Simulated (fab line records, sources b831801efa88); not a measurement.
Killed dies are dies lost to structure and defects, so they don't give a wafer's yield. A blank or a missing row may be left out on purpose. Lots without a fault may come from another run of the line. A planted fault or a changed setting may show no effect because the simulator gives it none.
Which tool did it? | flow sky130 | 14 lots, 42 wafers sampled, at 5 steps of a route of 708

WHAT THE GAUGES READ, wafer by wafer
SKY_NWELL_THK_MEAS_02. Usual: NWELL_OXIDATION_THK 9.92 nm, standard deviation 0.2.
lot  | measured    | on            | NWELL_OXIDATION_THK (nm) | flag
L843 | day 2 18:10 | film_metro-04 | 9.96 9.71 10.05          |
L845 | day 3 05:09 | film_metro-04 | 10.25 10.14 10.14        |
L847 | day 3 23:35 | film_metro-04 | 9.93 9.99 9.90           |
L848 | day 4 00:59 | film_metro-01 | 9.96 9.96 9.99           |
L849 | day 4 05:35 | film_metro-01 | 10.17 10.21 10.14        |
L850 | day 4 09:35 | film_metro-01 | 9.86 9.71 9.82           |
L852 | day 4 19:07 | film_metro-03 | 9.89 9.85 9.95           |
L854 | day 5 06:07 | film_metro-03 | 9.67 9.90 9.70           |
L855 | day 5 09:55 | film_metro-01 | 10.30 10.33 10.23        |
L857 | day 5 19:05 | film_metro-04 | 9.83 9.95 9.95           |
L860 | day 6 11:59 | film_metro-01 | 9.60 9.70 9.72           |
L862 | day 6 21:31 | film_metro-03 | 9.80 9.82 9.85           |
L863 | day 7 04:17 | film_metro-03 | 9.43 9.39 9.49           |
L865 | day 7 13:46 | film_metro-01 | 10.08 10.09 10.22        |

SKY_NWELL_TW_MEAS_15. Usual: NWELL_TW 1805, standard deviation 13.
lot  | measured     | on            | NWELL_TW       | flag
L843 | day 5 03:32  | film_metro-03 | 1811 1795 1798 |
L845 | day 5 15:00  | film_metro-03 | 1793 1788 1790 |
L847 | day 6 11:26  | film_metro-04 | 1822 1811 1820 |
L848 | day 6 13:15  | film_metro-04 | 1814 1819 1821 |
L849 | day 6 19:21  | film_metro-03 | 1788 1792 1801 |
L850 | day 6 23:53  | film_metro-04 | 1818 1819 1831 |
L852 | day 7 09:59  | film_metro-01 | 1801 1807 1816 |
L854 | day 7 22:53  | film_metro-03 | 1783 1787 1784 |
L855 | day 8 02:58  | film_metro-03 | 1813 1828 1812 |
L857 | day 8 13:57  | film_metro-04 | 1804 1809 1796 |
L860 | day 9 07:28  | film_metro-01 | 1807 1806 1801 |
L862 | day 9 19:11  | film_metro-03 | 1799 1807 1811 |
L863 | day 10 01:56 | film_metro-01 | 1800 1803 1800 |
L865 | day 10 11:56 | film_metro-01 | 1793 1793 1788 |

SKY_VT_ADJUST_HVTP_TW_MEAS_11. Usual: VT_ADJUST_HVTP_TW 1343, standard deviation 10.
lot  | measured     | on            | VT_ADJUST_HVTP_TW | flag
L843 | day 6 21:48  | film_metro-02 | 1332 1338 1334    |
L845 | day 7 11:00  | film_metro-02 | 1339 1333 1341    |
L847 | day 8 07:46  | film_metro-03 | 1359 1350 1351    |
L848 | day 8 11:31  | film_metro-03 | 1356 1350 1359    |
L849 | day 8 17:28  | film_metro-04 | 1356 1357 1360    |
L850 | day 8 21:21  | film_metro-03 | 1352 1357 1359    |
L852 | day 9 08:47  | film_metro-03 | 1342 1335 1336    |
L854 | day 9 23:12  | film_metro-02 | 1334 1327 1326    |
L855 | day 10 01:53 | film_metro-04 | 1358 1353 1358    |
L857 | day 10 13:07 | film_metro-02 | 1336 1330 1325    |
L860 | day 11 04:50 | film_metro-04 | 1356 1348 1352    |
L862 | day 11 16:10 | film_metro-04 | 1355 1349 1358    |
L863 | day 12 00:02 | film_metro-03 | 1335 1341 1337    |
L865 | day 12 10:36 | film_metro-03 | 1341 1337 1330    |

SKY_SONOS_TUNNEL_CD_MEAS_07: target cd 410 nm. Usual: cd_nm 410.7 nm, standard deviation 1.8.
lot  | measured     | on        | cd_nm (nm)        | flag
L843 | day 12 14:55 | cd_sem-01 | 408.2 410.4 409.1 |
L845 | day 13 06:05 | cd_sem-01 | 411.8 411.1 409.8 |
L847 | day 14 06:59 | cd_sem-01 | 411.7 410.7 411.9 |
L848 | day 14 08:28 | cd_sem-02 | 410.9 412.8 414.1 |
L849 | day 14 14:28 | cd_sem-01 | 408.3 409.6 408.2 |
L850 | day 14 20:29 | cd_sem-02 | 410.3 411.6 413.3 |
L852 | day 15 07:37 | cd_sem-02 | 408.8 405.8 412.0 |
L854 | day 15 23:06 | cd_sem-02 | 411.2 410.4 409.8 |
L855 | day 16 04:37 | cd_sem-02 | 407.2 407.3 407.2 |
L857 | day 16 15:53 | cd_sem-02 | 412.1 412.5 412.1 |
L860 | day 17 11:49 | cd_sem-01 | 419.6 416.6 419.9 | OFF
L862 | day 18 02:19 | cd_sem-01 | 411.9 410.9 413.0 |
L863 | day 18 12:11 | cd_sem-01 | 419.7 416.7 419.5 | OFF
L865 | day 19 02:47 | cd_sem-01 | 411.7 409.7 411.6 |

WHICH TOOL RAN EACH LOT (tool, then ch and the chambers of the sampled wafers, then the start)
lot  | SKY_SONOS_TUNNEL_COAT_02
L843 | litho_track-01 ch 0, day 12 02:41
L845 | litho_track-02 ch 0, day 12 18:25
L847 | litho_track-01 ch 0, day 13 18:23
L848 | litho_track-01 ch 0, day 13 19:47
L849 | litho_track-03 ch 0, day 14 01:26
L850 | litho_track-02 ch 0, day 14 06:55
L852 | litho_track-02 ch 0, day 14 18:58
L854 | litho_track-03 ch 0, day 15 09:19
L855 | litho_track-03 ch 0, day 15 15:16
L857 | litho_track-03 ch 0, day 16 02:47
L860 | litho_track-01 ch 0, day 16 21:37
L862 | litho_track-02 ch 0, day 17 11:47
L863 | litho_track-01 ch 0, day 17 21:17
L865 | litho_track-03 ch 0, day 18 12:07
- SKY_SONOS_TUNNEL_COAT_02: resist thk 1140 nm.

WHAT THE TOOLS THEMSELVES READ (means of the sampled wafers that have a number; where no wafer has one, the mark that the record gives instead)
SKY_SONOS_TUNNEL_COAT_02. Usual: spin_speed_rpm 2999.9 rpm, standard deviation 2.4.
lot  | tool           | spin_speed_rpm (rpm) | flag
L843 | litho_track-01 | 3000.1               |
L845 | litho_track-02 | 2998.9               |
L847 | litho_track-01 | 2999.1               |
L848 | litho_track-01 | 3002.5               |
L849 | litho_track-03 | 2998.4               |
L850 | litho_track-02 | 3002.3               |
L852 | litho_track-02 | 3000.2               |
L854 | litho_track-03 | 2998.7               |
L855 | litho_track-03 | 2998.0               |
L857 | litho_track-03 | 2998.5               |
L860 | litho_track-01 | 3353.2               | OFF
L862 | litho_track-02 | 3001.7               |
L863 | litho_track-01 | 3352.8               | OFF
L865 | litho_track-03 | 2998.3               |

THE ANSWER, worked out from the rows above alone
Rule: a lot is off if the mean of its wafers that have a number lies more than 3 standard deviations from the usual mean. A lot without any number at a reading at which 4 lots or more have one is off too. The other lots that the step has rows for count as sound. The gauges are gone through in route order, then the tools' own readings, and for those a lot's mean is taken as printed above. The first step at which some lot is off is used, and at that step the reading that is off furthest; a lot without a number counts as furthest.
Off: L860, L863, at SKY_SONOS_TUNNEL_CD_MEAS_07 (cd_nm).
A tool fits if, at a process step before that reading, it ran every lot that is off, and no sound lot after the first of them. The gauges at SKY_SONOS_TUNNEL_CD_MEAS_07 aren't tried: what is off there is off at SKY_SONOS_TUNNEL_COAT_02 too, on other tools, and a gauge's error can't cause that. One fits: litho_track-01 at SKY_SONOS_TUNNEL_COAT_02. Its last sound lot is L848 (day 13 19:47), its first lot that is off L860 (day 16 21:37): a fault that began between those two fits.
The tool's own readings at SKY_SONOS_TUNNEL_COAT_02 bear it out: on the lots that are off they differ by more than 5 times the standard deviation of the sound lots' means. spin_speed_rpm reads 3353.0 rpm there against 2999.7 rpm on the sound lots.

WHAT THE SIMULATOR HAD PUT IN
Process parameter drift: litho_track-01, from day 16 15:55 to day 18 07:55, at SKY_SONOS_TUNNEL_COAT_02. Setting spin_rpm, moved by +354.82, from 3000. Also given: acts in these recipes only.
Lots struck among those shown: L860, L863. The rule above found the same.
